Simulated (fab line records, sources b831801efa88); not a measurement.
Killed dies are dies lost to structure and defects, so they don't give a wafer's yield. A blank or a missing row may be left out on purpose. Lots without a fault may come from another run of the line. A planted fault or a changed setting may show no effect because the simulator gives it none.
Chamber matching | flow sky130 | SKY_CONTACT_CMP_04 on cmp-01: 4 sister chambers
The step polishes SiO2. 4 wafers are shown with their chamber, then 7 later ones without.

WAFERS WITH THEIR CHAMBER
wafer  | chamber | motor_current_A (A)
L574.5 | 0       | 10.0
L586.6 | 2       | 12.0
L587.1 | 1       | 12.2
L587.4 | 3       | 13.0

WAFERS WITHOUT THEIR CHAMBER
wafer  | motor_current_A (A)
L587.6 | 12.8
L588.2 | 12.6
L588.3 | 12.2
L588.6 | 10.3
L589.1 | 12.1
L589.5 | 11.7
L589.6 | 11.5

WHICH CHAMBER EACH WENT THROUGH
wafer  | from the rows above          | in truth
L587.6 | can't be placed: 3 or 1 or 2 | 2
L588.2 | can't be placed: 1 or 3 or 2 | 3
L588.3 | can't be placed: 1 or 2      | 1
L588.6 | 0                            | 0
L589.1 | can't be placed: 1 or 2      | 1
L589.5 | can't be placed: 2 or 1      | 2
L589.6 | can't be placed: 2 or 1      | 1
Placed correctly: 1 of 7. Can't be placed from these rows: 6 (the true chamber is among the candidates in 6). Placed wrongly: 0.
How it was worked out, from the rows above alone: a wafer's distance from a chamber is the root of the sum, over the readings, of the square of ((its reading less the chamber's mean) divided by the reading's scatter). The wafer belongs to the nearest chamber; if the next one is less than 2 further off, it can't be placed. A chamber's mean is the mean of its shown wafers. The scatter: with one shown wafer a chamber, the root of the mean of the squares of how far each hidden wafer lies from its nearest shown one.
